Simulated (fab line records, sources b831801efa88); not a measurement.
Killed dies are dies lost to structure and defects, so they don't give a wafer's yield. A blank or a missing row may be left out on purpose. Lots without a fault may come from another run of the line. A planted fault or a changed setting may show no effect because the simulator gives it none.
Problem report in the 8D (eight disciplines) form, filled by code | flow gf180mcu | the parts of the form that need people (team, actions taken, sign-off) are left out

1. THE PROBLEM
rf_fwd_power_W at GF_POLY_GATE_ETCH_12 reads a mean of 295.9 W on 2 wafers of 1 lot; wafers without a fault read 496.0 W with a standard deviation of 1.8. That is -99 or more standard deviations from the usual mean.
The step: etches BARC in N2/H2.
First seen on wafer L520.1, day 13 06:54, on rie_diel-02. The record holds 35 wafers of 12 lots with a number at this step. Rule for "out", or "out of limits": more than 4 standard deviations from the usual mean. The other wafers with a number count as sound.

2. WHAT IT IS AND WHAT IT IS NOT
question                    | is                     | is not
which readings at this step | rf_fwd_power_W         | drypump_motor_current_A, oes_product_au, throttle_valve_pct
which lots                  | L520                   | L506, L508, L509, L510, L513, L522, L524, L526, L527, L528, L529
which wafers of those lots  | all that have a number | -
read on which tools         | rie_diel-02            | rie_diel-03, rie_diel-04
when                        | from day 13 06:54      | up to then (15 sound wafers); but 18 sound wafers of L522, L524, L526, L527, L528, L529 came after

3. SUSPECTS, AND WHAT RULES EACH OUT
Counting: a tool at a process step up to the reading stays a suspect if it ran every lot that is out and no sound lot after the first of them.
- plasma_asher-04 at GF_VT_IMPLANT_STRIP_31 (strips in O2/N2): ruled out as a lasting fault. Sound lots L524 ran on it after its first lot that is out, L520 (day 10 15:01).
- rie_diel-02 at GF_POLY_GATE_ETCH_12 (etches BARC in N2/H2): ruled out as a lasting fault. Sound lots L528 ran on it after its first lot that is out, L520 (day 13 06:54).
Left after counting: nothing in the record.

4. THE CAUSE (what the simulator had put in)
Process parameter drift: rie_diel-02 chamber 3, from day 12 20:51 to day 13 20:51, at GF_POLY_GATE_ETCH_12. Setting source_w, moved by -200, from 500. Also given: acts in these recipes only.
Counting ruled it out, wrongly.

5. THE CHAIN OF EFFECTS, in route order
Each row: a reading whose mean over the struck wafers that have a number lies more than 3 standard deviations from the usual. Only readings for which the record gives a usual standard deviation are gone through. hours: the time from each lot's start at the first step in this table that gives one to its start at this step, as a median over the lots. sigmas: the change in usual standard deviations.
hours | step                    | reading        | usual    | on struck wafers | change | sigmas
0     | GF_POLY_GATE_ETCH_12    | rf_fwd_power_W | 496.0 W  | 295.9            | -200.1 | -99 or more
2     | GF_POLY_GATE_CD_MEAS_18 | cd_nm          | 279.3 nm | 284.4            | +5.1   | +3.2
The process steps in it:
- GF_POLY_GATE_ETCH_12: etches BARC in N2/H2.

6. WHAT WOULD HAVE CAUGHT IT SOONER
In this record the first reading out of limits was taken at day 13 06:54, 10 hours after the fault began at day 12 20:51.
